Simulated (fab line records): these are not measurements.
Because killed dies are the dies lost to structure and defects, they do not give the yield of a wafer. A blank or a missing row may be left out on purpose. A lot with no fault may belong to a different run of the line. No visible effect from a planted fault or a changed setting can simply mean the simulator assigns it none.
Chamber matching / flow gf180mcu / GF_STI_ETCH_14 on rieSi-02 has 4 sister chambers
The step etches Si in HBr/Cl2/O2, target depth 360 nm, time 102.9 s. 4 wafers are shown with their chamber, then 8 later ones without.

WAFERS WITH THEIR CHAMBER
wafer=L248.1; chamber=1; drypumpMotorCurrentA (A)=6.2
wafer=L248.4; chamber=3; drypumpMotorCurrentA (A)=5.8
wafer=L248.6; chamber=0; drypumpMotorCurrentA (A)=5.3
wafer=L259.1; chamber=2; drypumpMotorCurrentA (A)=5.2

WAFERS WHOSE CHAMBER IS MISSING
wafer=L259.3; drypumpMotorCurrentA (A)=6.1
wafer=L259.4; drypumpMotorCurrentA (A)=5.8
wafer=L260.1; drypumpMotorCurrentA (A)=5.8
wafer=L260.3; drypumpMotorCurrentA (A)=5.3
wafer=L260.6; drypumpMotorCurrentA (A)=5.3
wafer=L263.1; drypumpMotorCurrentA (A)=5.2
wafer=L263.2; drypumpMotorCurrentA (A)=5.8
wafer=L263.4; drypumpMotorCurrentA (A)=5.3

WHICH CHAMBER EACH WENT THROUGH
wafer=L259.3; from the rows above=1; in truth=1
wafer=L259.4; from the rows above=3; in truth=3
wafer=L260.1; from the rows above=3; in truth=3
wafer=L260.3; from the rows above=0; in truth=0
wafer=L260.6; from the rows above=0; in truth=0
wafer=L263.1; from the rows above=2; in truth=2
wafer=L263.2; from the rows above=3; in truth=3
wafer=L263.4; from the rows above=0; in truth=0
8 of 8 placed correctly. Number that these rows cannot place: 0. Number placed wrongly: 0.
How it was worked out, from the rows above alone: a wafer's distance from a chamber is the root of the sum, over the readings, of the square of ((its reading less the chamber's mean) divided by the reading's scatter). The wafer belongs to the nearest chamber; if the next one is less than 2 further off, it can't be placed. A chamber's mean is the mean of its shown wafers. The scatter: root of mean squared gap, hidden wafer to nearest shown wafer, with one shown wafer a chamber.
